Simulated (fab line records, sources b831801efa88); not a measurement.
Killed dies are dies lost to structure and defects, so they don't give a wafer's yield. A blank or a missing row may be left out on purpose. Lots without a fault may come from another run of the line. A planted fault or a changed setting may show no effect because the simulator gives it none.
Which tool did it? | flow gf180mcu | 7 lots, 21 wafers sampled, at 2 steps of a route of 602

WHAT THE GAUGES READ, wafer by wafer
GF_CONTACT_CD_MEAS_14: target cd 220 nm.
lot  | measured     | on        | cd_nm (nm)
L859 | day 18 08:22 | cd_sem-02 | 221.7 220.3 218.8
L862 | day 19 03:55 | cd_sem-02 | 218.2 217.8 218.3
L863 | day 19 15:28 | cd_sem-02 | 221.7 219.8 221.1
L864 | day 20 08:57 | cd_sem-01 | 218.1 218.9 218.6
L872 | day 22 17:19 | cd_sem-02 | 217.2 218.3 217.2
L874 | day 23 15:58 | cd_sem-02 | 221.2 219.6 221.9
L876 | day 23 22:11 | cd_sem-01 | 221.8 219.1 219.3

WHICH TOOL RAN EACH LOT (tool, then ch and the chambers of the sampled wafers, then the start)
lot  | GF_HV_LDD_IMPLANT_35
L859 | implanter-03 ch 0, day 13 11:38
L862 | implanter-04 ch 0, day 14 04:43
L863 | implanter-03 ch 0, day 14 14:58
L864 | implanter-04 ch 0, day 15 05:14
L872 | implanter-04 ch 0, day 17 08:37
L874 | implanter-02 ch 0, day 18 07:09
L876 | implanter-03 ch 0, day 18 16:24
- GF_HV_LDD_IMPLANT_35

THE ANSWER, worked out from the rows above alone
Rule: what is usual is taken from the lots themselves. Put in order of their means at a reading, lots are off if they are a third of the lots or fewer, leave a main group of 4 or more, and stand apart from it by a gap of 3 or more times the standard deviation of the main group's means; of several such gaps the widest counts. A main group whose means are all the same, to the digits that the tables above print for the reading, isn't used. A lot without any number at a reading at which 4 lots or more have one is off too. The other lots that the step has rows for count as sound.
No lot is off at any reading shown: from this, nothing can be told.

WHAT THE SIMULATOR HAD PUT IN
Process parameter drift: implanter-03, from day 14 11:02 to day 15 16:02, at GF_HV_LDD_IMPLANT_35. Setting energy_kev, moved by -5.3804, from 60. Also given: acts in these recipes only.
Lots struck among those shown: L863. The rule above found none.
